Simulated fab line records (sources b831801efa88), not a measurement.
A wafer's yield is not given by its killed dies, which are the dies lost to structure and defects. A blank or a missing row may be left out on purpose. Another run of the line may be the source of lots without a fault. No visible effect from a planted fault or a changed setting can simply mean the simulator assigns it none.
fab line records	flow sky130
[record] lots = 7	wafers = 21	last-day = 50
route steps=708 shown CONTACT@413 PAD_OPEN@708
lots untouched by any fault: they come from a run of this same line in which no faults occurred
start-h: start of the lot's first displayed wafer, in hours after the record's first day	wait-h: hours from the lot's prior step to this one	" the same as in the row above	L1.1+2: a single row standing in for several wafers	- no value present, or no start provided	* or withheld: withheld	< > ~ a bound
route shown NAME@n: names a module that has steps shown in the file, with the first one's number in the route	usual: mean/standard deviation taken from wafers without a fault	same: alike in all rows	chamber/n: place in a boat	sites: each site's reading	_std_site: the standard deviation of these	_edge_site: inner sites' mean taken away from outer sites' mean	radius-mm: how far each site lies from the wafer's centre	mask NAME#n: copy n	behind: the most recent tool/chamber to have shaped the wafer	hold: cause of the lot's hold/its duration in hours/its outcome	device: names the non-switching transistor (n, p or np)	end of line: the tests these same wafers got at the end of their route	a step given without rows: its recipe and nothing more	killed: dies lost to structure and defects at the first sort, not the wafer's yield	map: a wafer's dies, marking killed ones x, the rest . and places with no die _
set.NAME: the setting as run; set.NAME@STEP: as run at that earlier step	model.NAME: the simulator's own value behind a step, which no gauge read
lots at selected steps of the route; one table per step, one row per wafer
services: a tool's chamber out of use, with start hour (start-h, from the record's first day; less than 0 if before it), hours out, and reason
[[steps]]
[step SKY_CONTACT_HMDS_07]
[recipe] prime-time-s = 60	prime-temp-c = 120
[step SKY_CONTACT_COAT_08]
[recipe] resist = BARC	temp-c = withheld	time-s = withheld	spin-rpm = 3000	resist-thk-nm = 60
[step SKY_CONTACT_COAT_09]
[recipe] resist = KrF-thick	spin-rpm = 3000	resist-thk-nm = 450
[step SKY_CONTACT_SOFTBAKE_10]
[recipe] temp-c = 100	time-s = 90	resist = KrF-thick
[step SKY_CONTACT_EXPOSE_11]
[recipe] mask-id = CTM1	na = 0.8	source-shape = annular	sigma-inner = 0.55	sigma-outer = 0.85	target-cd-nm = 170	dose-mj = 38
[step SKY_CONTACT_PEB_12]
[recipe] peb-temp-c = withheld	peb-time-s = withheld	resist = KrF-thick
[step SKY_CONTACT_DEVELOP_13]
[recipe] develop-time-s = 60	resist = KrF-thick	dev-temp-c = 21
[step SKY_CONTACT_CD_MEAS_14]
[recipe] target-cd-nm = 170
[usual] cd-nm = 169.4/1.6
lot.wafer	tool	chamber	start-h	wait-h	cd-nm
L974.1	cd-sem-01	-	743.91	-	168.4
L974.2	"	-	"	"	168.6
L974.6	"	-	"	"	168.3
L983.1	cd-sem-01	-	882.91	-	165.5
L983.5	"	-	"	"	166.3
L983.6	"	-	"	"	167.0
L984.2	cd-sem-01	-	883.41	-	168.7
L984.5	"	-	"	"	166.9
L984.6	"	-	"	"	168.7
L985.1	cd-sem-01	-	883.81	-	169.3
L985.2	"	-	"	"	168.9
L985.5	"	-	"	"	168.6
L988.1	cd-sem-01	-	884.11	-	170.3
L988.4	"	-	"	"	168.7
L988.5	"	-	"	"	170.4
L986.1	cd-sem-01	-	885.76	-	166.7
L986.5	"	-	"	"	167.3
L986.6	"	-	"	"	165.4
L994.1	cd-sem-01	-	894.46	-	168.4
L994.2	"	-	"	"	169.0
L994.4	"	-	"	"	168.9
[step SKY_CONTACT_OVL_MEAS_15]
[usual] CONTACT_OVL = 1/4.8
lot.wafer	tool	chamber	start-h	wait-h	CONTACT_OVL[nm]
L974.1	overlay-02	-	744.03	0.1	10
L974.2	"	-	"	"	2
L974.6	"	-	"	"	2
L983.1	overlay-01	-	883.03	0.1	0
L983.5	"	-	"	"	-4
L983.6	"	-	"	"	2
L984.2	overlay-01	-	883.52	0.1	-1
L984.5	"	-	"	"	-7
L984.6	"	-	"	"	-4
L985.1	overlay-02	-	883.93	0.1	8
L985.2	"	-	"	"	-2
L985.5	"	-	"	"	3
L988.1	overlay-01	-	884.23	0.1	6
L988.4	"	-	"	"	2
L988.5	"	-	"	"	-1
L986.1	overlay-02	-	885.88	0.1	2
L986.5	"	-	"	"	6
L986.6	"	-	"	"	0
L994.1	overlay-02	-	894.58	0.1	4
L994.2	"	-	"	"	2
L994.4	"	-	"	"	-6
[step SKY_CONTACT_ETCH_16]
[recipe] chemistry = N2/H2	target = BARC	ion-energy-ev = 200	source-w = 500	bias-w = 100	pressure-mtorr = 30	n2-flow-sccm = 100	h2-flow-sccm = 200	stop-on = SiO2	time-s = 45.9	target-depth-a = 600
[usual] drypump-motor-current-A = 5.7/0.43	oes-product-au = 0.856/0.0046	throttle-valve-pct = 13.224/0.0097
lot.wafer	tool	chamber	start-h	wait-h	drypump-motor-current-A	oes-product-au	rf-hours-counter-h	throttle-valve-pct
L974.1	rie-diel-02	1	744.06	0.0	6.2	0.861	4	13.239
L974.2	"	2	"	"	5.8	0.853	6	13.232
L974.6	"	3	"	"	5.6	0.846	-	13.209
L983.1	rie-diel-03	3	883.06	0.0	5.8	0.856	27	13.220
L983.5	"	2	"	"	5.5	0.862	-	13.233
L983.6	"	3	"	"	5.8	0.858	-	13.200
L984.2	rie-diel-03	2	883.55	0.0	5.5	0.853	10	13.229
L984.5	"	0	"	"	5.1	0.858	-	13.216
L984.6	"	1	"	"	6.1	0.855	-	13.212
L985.1	rie-diel-01	3	883.97	0.0	5.7	0.860	23	13.224
L985.2	"	1	"	"	6.5	0.855	10	13.244
L985.5	"	1	"	"	6.5	0.856	-	13.237
L988.1	rie-diel-03	0	884.27	0.0	5.1	0.855	9	13.217
L988.4	"	1	"	"	6.1	0.858	15	13.251
L988.5	"	1	"	"	6.2	0.851	-	13.222
L986.1	rie-diel-03	2	885.92	0.0	5.6	0.854	10	13.220
L986.5	"	0	"	"	5.1	0.870	-	13.237
L986.6	"	1	"	"	6.1	0.860	-	13.221
L994.1	rie-diel-03	2	894.62	0.0	5.5	0.856	11	13.228
L994.2	"	1	"	"	6.1	0.852	15	13.226
L994.4	"	3	"	"	5.8	0.850	28	13.233
[step SKY_CONTACT_ETCH_17]
[recipe] target = SiO2	chemistry = C4F8/O2/Ar	stop-on = Si3N4	mask-material = KrF-thick	source-w = 1500	bias-w = 1200	pressure-mtorr = 40	c4f8-flow-sccm = withheld	O2_flow_sccm = 6	Ar_flow_sccm = 300	time-s = withheld	target-depth-a = 3400
[usual] oes-product-au = 0.891/0.0044
lot.wafer	tool	chamber	start-h	wait-h	oes-product-au
L974.1	rie-diel-02	1	744.11	0.0	0.899
L974.2	"	2	"	"	0.886
L974.6	"	3	"	"	0.894
L983.1	rie-diel-03	3	883.10	0.0	0.890
L983.5	"	2	"	"	0.890
L983.6	"	3	"	"	0.894
L984.2	rie-diel-03	2	883.59	0.0	0.890
L984.5	"	0	"	"	0.891
L984.6	"	1	"	"	0.891
L985.1	rie-diel-01	3	884.01	0.0	0.887
L985.2	"	1	"	"	0.889
L985.5	"	1	"	"	0.892
L988.1	rie-diel-03	0	884.31	0.0	0.888
L988.4	"	1	"	"	0.888
L988.5	"	1	"	"	0.893
L986.1	rie-diel-03	2	885.96	0.0	0.892
L986.5	"	0	"	"	0.897
L986.6	"	1	"	"	0.895
L994.1	rie-diel-03	2	894.66	0.0	0.890
L994.2	"	1	"	"	0.888
L994.4	"	3	"	"	0.893
[step SKY_CONTACT_ETCH_18]
[recipe] target = Si3N4	chemistry = CHF3/O2	stop-on = TiN	source-w = 600	bias-w = 200	pressure-mtorr = 40	chf3-flow-sccm = 50	O2_flow_sccm = 5	time-s = 39	target-depth-a = 750
[usual] drypump-motor-current-A = 5.7/0.43	oes-product-au = 0.854/0.0072	throttle-valve-pct = 8.794/0.0094
lot.wafer	tool	chamber	start-h	wait-h	drypump-motor-current-A	oes-product-au	rf-hours-counter-h	throttle-valve-pct
L974.1	rie-diel-02	1	-	-	6.2	0.849	4	8.778
L974.2	"	2	"	"	5.7	0.846	6	8.784
L974.6	"	3	"	"	5.6	0.853	-	8.797
L983.1	rie-diel-03	3	-	-	5.8	0.854	27	8.797
L983.5	"	2	"	"	5.5	0.848	-	8.780
L983.6	"	3	"	"	5.8	0.851	-	8.778
L984.2	rie-diel-03	2	-	-	5.5	0.845	10	8.792
L984.5	"	0	"	"	5.1	0.857	-	8.790
L984.6	"	1	"	"	6.1	0.856	-	8.789
L985.1	rie-diel-01	3	-	-	5.8	0.852	23	8.787
L985.2	"	1	"	"	6.5	0.848	10	8.794
L985.5	"	1	"	"	6.5	0.867	-	8.799
L988.1	rie-diel-03	0	-	-	5.1	0.843	10	8.789
L988.4	"	1	"	"	6.1	0.847	15	8.806
L988.5	"	1	"	"	6.1	0.841	-	8.784
L986.1	rie-diel-03	2	-	-	5.5	0.854	10	8.788
L986.5	"	0	"	"	5.1	0.860	-	8.815
L986.6	"	1	"	"	6.1	0.869	-	8.793
L994.1	rie-diel-03	2	-	-	5.5	0.852	11	8.795
L994.2	"	1	"	"	6.1	0.857	15	8.804
L994.4	"	3	"	"	5.8	0.862	28	8.788
[step SKY_CONTACT_STRIP_19]
[recipe] chemistry = O2/N2	power-w = 1400	pressure-mtorr = 1500	platen-temp-c = withheld	o2-flow-sccm = 3000	n2-flow-sccm = 300	overash-fraction = 0.5
[usual] chamber-pressure-mTorr = 1500.1/1.2	drypump-motor-current-A = 5.9/0.47	oes-product-au = 0.381/0.0049	strip-time-to-endpoint-s = 3.626/0.026
lot.wafer	tool	chamber	start-h	wait-h	chamber-pressure-mTorr	drypump-motor-current-A	oes-product-au	rf-hours-counter-h	strip-time-to-endpoint-s	model.KrF-thick_of_CONTACT_COAT_09.thk-nm
L974.1	plasma-asher-04	1	744.20	-	1499.4	5.7	0.376	27	3.629	0
L974.2	"	0	"	"	1499.1	5.4	0.381	27	3.598	0
L974.6	"	0	"	"	1501.4	5.4	0.382	-	3.611	0
L983.1	plasma-asher-02	1	883.19	-	1499.4	5.8	0.374	14	3.653	0
L983.5	"	1	"	"	1500.0	5.8	0.386	-	3.615	0
L983.6	"	0	"	"	1502.4	6.0	0.373	-	3.664	0
L984.2	plasma-asher-01	1	883.68	-	-	-	-	-	-	239.9
L984.5	"	1	"	"	-	-	-	-	-	240.2
L984.6	"	0	"	"	-	-	-	-	-	240.6
L985.1	plasma-asher-02	1	884.10	-	-	-	-	-	-	248.2
L985.2	"	0	"	"	-	-	-	-	-	248.2
L985.5	"	1	"	"	-	-	-	-	-	248.3
L988.1	plasma-asher-01	0	884.40	-	-	-	-	-	-	241
L988.4	"	0	"	"	-	-	-	-	-	242
L988.5	"	0	"	"	-	-	-	-	-	241.5
L986.1	plasma-asher-02	1	886.05	-	1499.4	5.9	0.369	14	3.588	0
L986.5	"	0	"	"	1500.9	6.0	0.384	-	3.642	0
L986.6	"	1	"	"	1499.9	5.9	0.383	-	3.610	0
L994.1	plasma-asher-04	0	894.75	-	1500.1	5.4	0.380	43	3.617	0
L994.2	"	1	"	"	1498.5	5.7	0.380	43	3.609	0
L994.4	"	1	"	"	1500.3	5.7	0.375	-	3.614	0
[step SKY_CONTACT_STRIP_20]
[recipe] chemistry = post-etch-residue-remover	time-s = 1200	temp-c = 72.5
[step SKY_PAD_OPEN_PROBE_99]
[usual] killed_at_M0_to_M3 = 44/7.9	killed_at_M4_up = 3.1/1.9	killed-at-contacts = 24/4.6	killed-at-front-end = 16/4.9	killed-at-other = 0.3/0.6	killed-dies = 87/9.7	killed-on-rim = 17/3.7	killed-open = 48/7.2	killed-short = 39/5.6
[same] gross-dies = 492	killed-at-back-side = 0
lot.wafer	tool	chamber	start-h	wait-h	killed_at_M0_to_M3	killed_at_M4_up	killed-at-contacts	killed-at-front-end	killed-at-other	killed-dies	killed-on-rim	killed-open	killed-short
L974.1	prober-01	-	1074.76	0.1	60	4	23	14	0	101	17	64	37
L974.2	prober-01	-	1074.81	0.1	45	2	28	11	0	86	15	48	38
L974.6	prober-01	-	1075.01	0.2	48	2	23	11	0	84	18	53	31
L983.1	prober-01	-	1180.89	0.1	41	3	18	17	0	79	17	40	38
L983.5	prober-01	-	1181.09	0.2	47	1	34	16	2	100	19	53	46
L983.6	prober-01	-	1181.14	0.2	51	1	26	15	0	93	16	55	38
L984.2	prober-02	-	1184.34	0.1	43	2	424	23	0	492	96	49	41
L984.5	prober-02	-	1184.49	0.2	42	3	428	18	1	492	96	46	36
L984.6	prober-02	-	1184.54	0.2	28	2	447	15	0	492	96	44	26
L985.1	prober-01	-	1184.51	0.1	33	0	436	23	0	492	96	41	38
L985.2	prober-01	-	1184.56	0.1	53	2	406	31	0	492	96	61	52
L985.5	prober-01	-	1184.71	0.2	41	5	430	16	0	492	96	49	35
L988.1	prober-02	-	1185.79	0.1	49	2	430	11	0	492	96	45	36
L988.4	prober-02	-	1185.94	0.2	57	5	421	9	0	492	96	52	44
L988.5	prober-02	-	1185.99	0.2	54	3	425	10	0	492	96	51	45
L986.1	prober-02	-	1187.38	0.1	37	1	21	20	0	79	12	34	44
L986.5	prober-02	-	1187.58	0.2	42	4	16	24	0	86	17	50	36
L986.6	prober-02	-	1187.63	0.2	37	2	26	29	0	94	23	48	44
L994.1	prober-01	-	1191.40	0.1	42	2	29	15	0	88	16	59	29
L994.2	prober-01	-	1191.45	0.1	41	2	28	12	0	83	16	37	46
L994.4	prober-01	-	1191.55	0.2	40	1	25	16	0	82	13	43	39
// killed by level:class
L974.1 VIA1:geometric-particle:open=16 VIA2:geometric-particle:open=10 CONTACT:geometric-particle:open=9 VIA1:geometric-particle:short=7 METAL2:geometric-particle:short=6 FIELD_ISO:geometric-particle:open=5 VIA2:geometric-particle:short=4 LI_CONTACT:geometric-particle:open=4
L974.2 LI_CONTACT:geometric-particle:open=12 CONTACT:geometric-particle:open=10 VIA1:geometric-particle:open=9 VIA2:geometric-particle:open=9 VIA2:geometric-particle:short=8 FIELD_ISO:geometric-particle:short=5 METAL1:geometric-particle:short=4 METAL2:geometric-particle:short=4
L974.6 LI_CONTACT:geometric-particle:open=11 VIA2:geometric-particle:open=10 CONTACT:geometric-particle:open=7 METAL1:geometric-particle:short=7 VIA1:geometric-particle:open=7 METAL1:geometric-particle:open=5 VIA1:geometric-particle:short=5 FIELD_ISO:geometric-particle:open=3
L983.1 CONTACT:geometric-particle:open=9 FIELD_ISO:geometric-particle:short=8 VIA2:geometric-particle:open=7 VIA1:geometric-particle:open=7 METAL1:geometric-particle:short=5 METAL2:geometric-particle:short=5 POLY_GATE:geometric-particle:open=4 LOCAL_INTERCONNECT:geometric-particle:short=4
L983.5 LI_CONTACT:geometric-particle:open=9 CONTACT:geometric-particle:open=8 VIA2:geometric-particle:open=8 CONTACT:geometric-particle:short=7 FIELD_ISO:geometric-particle:open=6 VIA3:geometric-particle:open=6 VIA1:geometric-particle:open=5 VIA3:geometric-particle:short=5
L983.6 VIA1:geometric-particle:open=13 CONTACT:geometric-particle:open=11 VIA3:geometric-particle:open=10 METAL1:geometric-particle:short=8 LI_CONTACT:geometric-particle:open=7 POLY_GATE:geometric-particle:short=6 METAL2:geometric-particle:short=6 CONTACT:geometric-particle:short=4
L984.2 CONTACT:area-sputter=402 CONTACT:geometric-particle:open=8 VIA1:geometric-particle:open=7 METAL2:geometric-particle:short=7 FIELD_ISO:geometric-particle:short=6 FIELD_ISO:geometric-particle:open=6 METAL1:geometric-particle:short=6 VIA1:geometric-particle:short=6
L984.5 CONTACT:area-sputter=409 VIA1:geometric-particle:open=13 CONTACT:geometric-particle:open=6 LI_CONTACT:geometric-particle:open=6 VIA3:geometric-particle:open=5 CONTACT:geometric-particle:short=4 METAL3:geometric-particle:short=4 METAL2:geometric-particle:short=4
L985.1 CONTACT:area-sputter=413 CONTACT:geometric-particle:open=9 FIELD_ISO:geometric-particle:open=6 VIA3:geometric-particle:open=6 LOCAL_INTERCONNECT:geometric-particle:short=6 VIA1:geometric-particle:open=6 POLY_GATE:geometric-particle:short=5 LI_CONTACT:geometric-particle:open=5
L984.6 CONTACT:area-sputter=422 CONTACT:geometric-particle:open=8 METAL1:geometric-particle:short=8 FIELD_ISO:geometric-particle:open=6 POLY_GATE:geometric-particle:open=6 LI_CONTACT:geometric-particle:open=6 VIA3:geometric-particle:open=6 VIA1:geometric-particle:open=6
L985.2 CONTACT:area-sputter=379 VIA1:geometric-particle:open=13 POLY_GATE:geometric-particle:open=8 CONTACT:geometric-particle:open=8 METAL1:geometric-particle:short=8 FIELD_ISO:geometric-particle:open=7 POLY_GATE:geometric-particle:short=7 LI_CONTACT:geometric-particle:open=7
L985.5 CONTACT:area-sputter=408 VIA1:geometric-particle:open=17 LI_CONTACT:geometric-particle:open=8 CONTACT:geometric-particle:open=7 METAL1:geometric-particle:short=5 FIELD_ISO:geometric-particle:open=4 FIELD_ISO:geometric-particle:short=4 POLY_GATE:geometric-particle:open=4
L988.1 CONTACT:area-sputter=411 VIA1:geometric-particle:open=10 VIA3:geometric-particle:open=7 VIA2:geometric-particle:open=7 METAL2:geometric-particle:short=7 POLY_GATE:geometric-particle:short=5 LI_CONTACT:geometric-particle:open=5 CONTACT:geometric-particle:open=5
L988.4 CONTACT:area-sputter=396 VIA1:geometric-particle:short=11 CONTACT:geometric-particle:open=9 METAL2:geometric-particle:short=9 VIA2:geometric-particle:open=8 VIA3:geometric-particle:open=7 VIA1:geometric-particle:open=6 LI_CONTACT:geometric-particle:open=5
L988.5 CONTACT:area-sputter=396 VIA1:geometric-particle:open=10 LI_CONTACT:geometric-particle:open=9 LOCAL_INTERCONNECT:geometric-particle:short=8 VIA2:geometric-particle:open=8 VIA3:geometric-particle:open=8 CONTACT:geometric-particle:open=7 METAL1:geometric-particle:short=7
L986.1 CONTACT:geometric-particle:open=11 FIELD_ISO:geometric-particle:short=7 VIA1:geometric-particle:open=7 VIA1:geometric-particle:short=5 METAL2:geometric-particle:short=5 POLY_GATE:geometric-particle:short=4 LOCAL_INTERCONNECT:geometric-particle:short=4 VIA2:geometric-particle:short=4
L986.5 VIA1:geometric-particle:open=10 FIELD_ISO:geometric-particle:open=7 METAL2:geometric-particle:short=7 LI_CONTACT:geometric-particle:open=6 POLY_GATE:geometric-particle:open=4 CONTACT:geometric-particle:open=4 METAL1:geometric-particle:short=4 VIA1:geometric-particle:short=4
L986.6 CONTACT:geometric-particle:open=8 FIELD_ISO:geometric-particle:open=7 LI_CONTACT:geometric-particle:open=7 FIELD_ISO:geometric-particle:short=6 POLY_GATE:geometric-particle:short=6 VIA1:geometric-particle:open=6 VIA3:geometric-particle:open=5 VIA2:geometric-particle:open=5
L994.1 VIA3:geometric-particle:open=11 CONTACT:geometric-particle:open=10 VIA1:geometric-particle:open=10 LI_CONTACT:geometric-particle:open=7 FIELD_ISO:geometric-particle:open=6 POLY_GATE:geometric-particle:open=5 CONTACT:geometric-particle:short=5 LI_CONTACT:geometric-particle:short=4
L994.2 VIA2:geometric-particle:short=8 LI_CONTACT:geometric-particle:open=7 CONTACT:geometric-particle:short=7 METAL1:geometric-particle:short=7 CONTACT:geometric-particle:open=6 VIA1:geometric-particle:open=6 VIA3:geometric-particle:open=6 LI_CONTACT:geometric-particle:short=5
L994.4 LI_CONTACT:geometric-particle:open=9 CONTACT:geometric-particle:open=8 VIA1:geometric-particle:open=7 VIA3:geometric-particle:short=6 VIA2:geometric-particle:open=6 METAL2:geometric-particle:short=5 FIELD_ISO:geometric-particle:open=4 FIELD_ISO:geometric-particle:short=4
// map L984.2 (x killed, . not)
__________xxxxxxxxxx_________
________xxxxxxxxxxxxxx_______
______xxxxxxxxxxxxxxxxxx_____
_____xxxxxxxxxxxxxxxxxxxx____
____xxxxxxxxxxxxxxxxxxxxxx___
___xxxxxxxxxxxxxxxxxxxxxxxx__
__xxxxxxxxxxxxxxxxxxxxxxxxxx_
_xxxxxxxxxxxxxxxxxxxxxxxxxxxx
_xxxxxxxxxxxxxxxxxxxxxxxxxxxx
_xxxxxxxxxxxxxxxxxxxxxxxxxxxx
_xxxxxxxxxxxxxxxxxxxxxxxxxxxx
_xxxxxxxxxxxxxxxxxxxxxxxxxxxx
_xxxxxxxxxxxxxxxxxxxxxxxxxxxx
_xxxxxxxxxxxxxxxxxxxxxxxxxxxx
_xxxxxxxxxxxxxxxxxxxxxxxxxxxx
__xxxxxxxxxxxxxxxxxxxxxxxxxx_
___xxxxxxxxxxxxxxxxxxxxxxxx__
____xxxxxxxxxxxxxxxxxxxxxx___
_____xxxxxxxxxxxxxxxxxxxx____
______xxxxxxxxxxxxxxxxxx_____
________xxxxxxxxxxxxxx_______
__________xxxxxxxxxx_________
// map L985.1 (x killed, . not)
__________xxxxxxxxxx_________
________xxxxxxxxxxxxxx_______
______xxxxxxxxxxxxxxxxxx_____
_____xxxxxxxxxxxxxxxxxxxx____
____xxxxxxxxxxxxxxxxxxxxxx___
___xxxxxxxxxxxxxxxxxxxxxxxx__
__xxxxxxxxxxxxxxxxxxxxxxxxxx_
_xxxxxxxxxxxxxxxxxxxxxxxxxxxx
_xxxxxxxxxxxxxxxxxxxxxxxxxxxx
_xxxxxxxxxxxxxxxxxxxxxxxxxxxx
_xxxxxxxxxxxxxxxxxxxxxxxxxxxx
_xxxxxxxxxxxxxxxxxxxxxxxxxxxx
_xxxxxxxxxxxxxxxxxxxxxxxxxxxx
_xxxxxxxxxxxxxxxxxxxxxxxxxxxx
_xxxxxxxxxxxxxxxxxxxxxxxxxxxx
__xxxxxxxxxxxxxxxxxxxxxxxxxx_
___xxxxxxxxxxxxxxxxxxxxxxxx__
____xxxxxxxxxxxxxxxxxxxxxx___
_____xxxxxxxxxxxxxxxxxxxx____
______xxxxxxxxxxxxxxxxxx_____
________xxxxxxxxxxxxxx_______
__________xxxxxxxxxx_________
[[services]]
tool	chamber	start-h	hours	kind
plasma-asher-02	-	733.75	9.0	pm
plasma-asher-02	0	733.75	9.0	vent-cycle
plasma-asher-02	1	733.75	9.0	vent-cycle
rie-diel-01	0	739.96	10.8	repair
plasma-asher-02	0	742.75	-	clean
plasma-asher-02	1	742.75	-	clean
rie-diel-01	1	765.69	7.5	repair
rie-diel-03	2	782.00	10.5	repair
rie-diel-01	3	785.22	4.5	repair
rie-diel-01	-	794.52	1.2	repair
rie-diel-03	0	840.06	16.5	repair
rie-diel-03	3	849.55	5.9	repair
rie-diel-01	2	873.90	7.5	repair
rie-diel-02	-	873.94	15.6	pm
rie-diel-03	3	886.99	5.5	repair
[[key]]
[first-sign] step = SKY_CONTACT_STRIP_19	reading = tool-record	direction = missing
[effect] step = SKY_PAD_OPEN_PROBE_99	reading = killed-at-contacts	direction = up	sigmas = 87	usual = 24	struck = 427
[model-effect] step = SKY_CONTACT_STRIP_19	value = KrF-thick_of_CONTACT_COAT_09.thk-nm	without = 0	struck = 243.3
[more-kills-born-at] SKY_CONTACT_SPUTTER_23@pvd-sputter-03 = 1233	SKY_CONTACT_SPUTTER_23@pvd-sputter-04 = 1203	SKY_CONTACT_SPUTTER_23@pvd-sputter-02 = 1200
met-at SKY_CONTACT_STRIP_19
struck-wafers L984.2,L984.5,L984.6,L985.1,L985.2,L985.5,L988.1,L988.4,L988.5
later-rows-left-out L984.2,L984.5,L984.6,L985.1,L985.2,L985.5,L988.1,L988.4,L988.5
tester-left-out L984,L985,L988
onset-between 883.19 883.68
[fault] kind = skipped-step-whole	tool = plasma-asher-01,plasma-asher-02	chamber = -	onset-h = 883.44	steps = SKY_CONTACT_STRIP_19	scope = struck-lots-only
// tester-left-out: of these lots the tester's yield and bins aren't shown, on N5 and GAA mostly nor the transistor test; their killed dies are dies lost to structure and defects alone, not to doping, threshold or leakage, so they don't give the yield
// later-rows-left-out: the simulator's readings of these wafers behind a module that went badly wrong aren't trusted and aren't shown, but for the sort
